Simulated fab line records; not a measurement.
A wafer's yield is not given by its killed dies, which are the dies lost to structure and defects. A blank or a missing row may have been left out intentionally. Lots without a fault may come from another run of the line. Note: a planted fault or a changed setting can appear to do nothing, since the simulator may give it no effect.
Chamber matching | flow sfq_line | SFQ_TRILAYER_I0_CMP_CMP_028 on cmp-02: 4 sister chambers
The step polishes SiO2. 8 wafers are shown with their chamber, then 9 later ones without.

WAFERS WITH THEIR CHAMBER
wafer  | chamber | motor_current_A (A) | platen_rpm (rpm)
L312.2 | 0       | 8.3                 | 60.00
L320.1 | 2       | 8.1                 | 60.07
L320.5 | 2       | 8.4                 | 60.02
L321.4 | 3       | 9.9                 | 60.01
L321.6 | 1       | 10.1                | 59.96
L322.1 | 0       | 8.5                 | 59.92
L322.3 | 1       | 9.7                 | 59.97
L322.5 | 3       | 9.6                 | 59.98

WAFERS MISSING THEIR CHAMBER
wafer  | motor_current_A (A) | platen_rpm (rpm)
L323.3 | 9.1                 | 59.94
L323.4 | 8.3                 | 60.03
L323.5 | 10.1                | 59.98
L324.2 | 8.5                 | 59.96
L324.4 | 9.1                 | 60.01
L324.6 | 8.6                 | 60.03
L325.3 | 8.9                 | 60.01
L325.1 | 8.7                 | 59.97
L325.5 | 8.7                 | 60.03

CHAMBER TAKEN BY EACH
wafer  | from the rows above               | in truth
L323.3 | can't be placed: 0 or 3 or 1 or 2 | 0
L323.4 | can't be placed: 2 or 0           | 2
L323.5 | can't be placed: 1 or 3           | 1
L324.2 | 0                                 | 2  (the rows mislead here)
L324.4 | can't be placed: 3 or 0 or 1 or 2 | 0
L324.6 | can't be placed: 2 or 0           | 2
L325.3 | can't be placed: 0 or 2 or 3      | 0
L325.1 | can't be placed: 0 or 2           | 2
L325.5 | can't be placed: 2 or 0           | 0
Placed correctly: 0 of 9. These rows do not allow placing 8 (true chamber among the candidates in 8). 1 placed wrongly.
How it was worked out, from the rows above alone: a wafer's distance from a chamber is the root of the sum, over the readings, of the square of ((its reading less the chamber's mean) divided by the reading's scatter). The wafer belongs to the nearest chamber; if the next one is less than 2 further off, it can't be placed. For every chamber, the mean is computed from those of its wafers that are shown. The scatter: take each reading less its chamber's mean, square it, sum over the shown wafers, divide by the number of wafers less the number of chambers, and take the root.
